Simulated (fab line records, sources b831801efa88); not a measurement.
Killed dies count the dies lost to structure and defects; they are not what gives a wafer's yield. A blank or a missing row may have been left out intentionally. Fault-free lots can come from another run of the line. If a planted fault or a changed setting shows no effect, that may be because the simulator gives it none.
Which tool did it? ; flow sfq line ; 41 wafers from 14 lots sampled at 4 of the route's 325 steps

## WHAT EACH GAUGE READ, for each wafer
SFQ_M8_RS_MEAS_949: uses a four-point probe to measure. Usual: M8_AU_RS typically reads 0.1534 ohm/sq, with standard deviation 0.0013.
lot;measured;on;M8_AU_RS (ohm/sq);flag
L996;day 86 23:49;film metro-04;0.1531 0.1511 0.1532;
L997;day 87 07:01;film metro-04;0.1532 0.1524 0.1533;
L999;day 91 01:52;film metro-03;0.1567 0.1573 0.1563;
L100;day 91 09:02;film metro-04;0.1526 0.1512 0.1526;
L102;day 92 01:00;film metro-02;0.1542 0.1544 0.1522;
L103;day 92 13:02;film metro-04;0.1542 0.1527 0.1540;
L104;day 92 15:26;film metro-04;0.1523 0.1533 0.1546;
L110;day 94 18:16;film metro-04;0.1529 0.1504;
L111;day 94 23:02;film metro-04;0.1528 0.1520 0.1525;
L113;day 95 09:52;film metro-03;0.1543 0.1523 0.1544;
L114;day 95 15:49;film metro-04;0.1532 0.1548 0.1549;
L116;day 96 23:11;film metro-02;0.1544 0.1514 0.1533;
L118;day 97 22:25;film metro-03;0.1531 0.1527 0.1537;
L119;day 98 02:01;film metro-02;0.1544 0.1533 0.1546;

## TOOL THAT RAN EACH LOT (tool first, then ch and the chambers of the sampled wafers, then the start)
lot;SFQ_TRILAYER_I7_DEP_PECVD_183;SFQ_TRILAYER_I7_VIA_BARC_OPEN_VIA_ETCH_260;SFQ_TRILAYER_I7_VIA_STRIP_STRIP_191
L996;pecvd-01 ch 0,1,2, day 82 10:55;rie diel-03 ch 1,2, day 86 14:25;rie metal-04 ch 0,1, day 86 14:35
L997;pecvd-01 ch 0,2, day 82 14:32;rie diel-01 ch 1,3, day 86 20:25;rie metal-03 ch 0,1, day 86 20:35
L999;pecvd-01 ch 0,1,2, day 82 20:05;rie diel-03 ch 0,1,2, day 87 06:01;rie metal-04 ch 0,1, day 87 06:11
L100;pecvd-02 ch 0,1,2, day 83 02:50;rie diel-04 ch 0,1,2, day 87 12:16;rie metal-03 ch 0,1, day 87 12:38
L102;pecvd-04 ch 0,1, day 83 16:29;rie diel-04 ch 0,3, day 87 23:04;rie metal-04 ch 1, day 87 23:18
L103;pecvd-02 ch 1,2, day 84 00:53;rie diel-04 ch 0,3, day 88 07:28;rie metal-03 ch 0, day 88 08:02
L104;pecvd-01 ch 0,1, day 84 03:17;rie diel-03 ch 0,2,3, day 88 12:04;rie metal-01 ch 0,1, day 88 12:25
L110;pecvd-04 ch 2, day 86 17:47;rie diel-03 ch 0,1, day 90 17:52;rie metal-04 ch 0, day 90 18:13
L111;pecvd-02 ch 0,2, day 86 22:35;rie diel-03 ch 0,1,3, day 90 21:28;rie metal-04 ch 0,1, day 90 21:37
L113;pecvd-01 ch 0,1, day 87 10:35;rie diel-01 ch 1,2,3, day 91 10:40;rie metal-01 ch 0, day 91 11:20
L114;pecvd-02 ch 0,1,2, day 87 12:32;rie diel-04 ch 0,1,2, day 91 17:49;rie metal-03 ch 0,1, day 91 17:58
L116;pecvd-04 ch 0,2, day 89 09:58;rie diel-04 ch 0,2,3, day 93 13:28;rie metal-03 ch 0,1, day 93 13:49
L118;pecvd-04 ch 0,2, day 90 12:49;rie diel-04 ch 0,1,2, day 94 15:05;rie metal-03 ch 0,1, day 94 15:14
L119;pecvd-02 ch 0,2, day 90 15:20;rie diel-03 ch 0,1,2, day 94 19:53;rie metal-04 ch 0, day 94 20:02
- SFQ_TRILAYER_I7_DEP_PECVD_183: deposits SiO2 from SiH4/N2O, time 111.11 s, target thk 500 nm.
- SFQ_TRILAYER_I7_VIA_BARC_OPEN_VIA_ETCH_260: etches BARC in O2, target depth 125 nm, time 41.7 s.
- SFQ_TRILAYER_I7_VIA_STRIP_STRIP_191: strips in O2.

## AS READ BY THE TOOLS THEMSELVES (means over the sampled wafers that have a number; for cases with no such wafer, the mark the record gives instead)
SFQ_TRILAYER_I7_DEP_PECVD_183. Usual: heater power w 77 W, standard deviation 12; throttle valve pct 25.0 %, standard deviation 1.5.
lot;tool;heater power w (W);throttle valve pct (%);flag
L996;pecvd-01;69;26.8;
L997;pecvd-01;67;28.0;
L999;pecvd-01;68;27.0;
L100;pecvd-02;85;24.2;
L102;pecvd-04;97;23.9;
L103;pecvd-02;72;24.6;
L104;pecvd-01;68;26.0;
L110;pecvd-04;74;25.4;
L111;pecvd-02;86;23.7;
L113;pecvd-01;71;23.2;
L114;pecvd-02;86;24.3;
L116;pecvd-04;88;24.2;
L118;pecvd-04;88;24.4;
L119;pecvd-02;87;23.9;

SFQ_TRILAYER_I7_VIA_BARC_OPEN_VIA_ETCH_260. Usual: drypump motor current A 5.8 A, standard deviation 0.58; oes product au 0.685 a.u., standard deviation 0.0045.
lot;tool;drypump motor current A (A);oes product au (a.u.);flag
L996;rie diel-03;6.4;0.682;
L997;rie diel-01;6.1;0.689;
L999;rie diel-03;6.1;0.680;
L100;rie diel-04;5.8;0.684;
L102;rie diel-04;5.3;0.684;
L103;rie diel-04;5.3;0.682;
L104;rie diel-03;5.6;0.684;
L110;rie diel-03;5.9;0.688;
L111;rie diel-03;5.6;0.685;
L113;rie diel-01;5.9;0.688;
L114;rie diel-04;5.8;0.686;
L116;rie diel-04;5.6;0.688;
L118;rie diel-04;5.8;0.685;
L119;rie diel-03;6.1;0.687;

SFQ_TRILAYER_I7_VIA_STRIP_STRIP_191. Usual: chamber pressure mTorr 50.00 mTorr, standard deviation 0.045; drypump motor current A 5.6 A, standard deviation 0.39; oes product au 0.999 a.u., standard deviation 0.0068.
lot;tool;chamber pressure mTorr (mTorr);drypump motor current A (A);oes product au (a.u.);flag
L996;rie metal-04;49.99;5.8;1.002;
L997;rie metal-03;50.04;5.3;0.994;
L999;rie metal-04;50.02;6.0;0.997;
L100;rie metal-03;50.04;5.3;1.003;
L102;rie metal-04;50.05;6.2;0.996;
L103;rie metal-03;50.03;5.6;0.994;
L104;rie metal-01;49.99;5.7;1.003;
L110;rie metal-04;59.98;5.5;1.002;OFF
L111;rie metal-04;56.62;5.8;1.006;OFF
L113;rie metal-01;50.03;5.9;1.001;
L114;rie metal-03;49.96;5.1;0.992;
L116;rie metal-03;50.03;5.0;1.000;
L118;rie metal-03;49.99;5.4;0.995;
L119;rie metal-04;50.04;5.5;0.990;

## THE ANSWER, worked out from the rows above alone
Rule: a lot counts as off when the mean over its wafers that have a number is more than 3 standard deviations away from the usual mean. A lot without any number at a reading at which 4 lots or more have one is off too. The other lots that the step has rows for count as sound. The gauges are gone through in route order, then the tools' own readings, and for those a lot's mean is taken as printed above. At the first step where some lot is off, the reading lying furthest off is the one used; lots without a number count as furthest.
Off: L110, L111, at SFQ_TRILAYER_I7_VIA_STRIP_STRIP_191 (chamber pressure mTorr).
If a tool, at that step or one of the process steps before it, ran each lot that is off and ran no sound lot following the first of them, it fits. Of those tried, none fits.

## WHAT THE SIMULATOR HAD PUT IN
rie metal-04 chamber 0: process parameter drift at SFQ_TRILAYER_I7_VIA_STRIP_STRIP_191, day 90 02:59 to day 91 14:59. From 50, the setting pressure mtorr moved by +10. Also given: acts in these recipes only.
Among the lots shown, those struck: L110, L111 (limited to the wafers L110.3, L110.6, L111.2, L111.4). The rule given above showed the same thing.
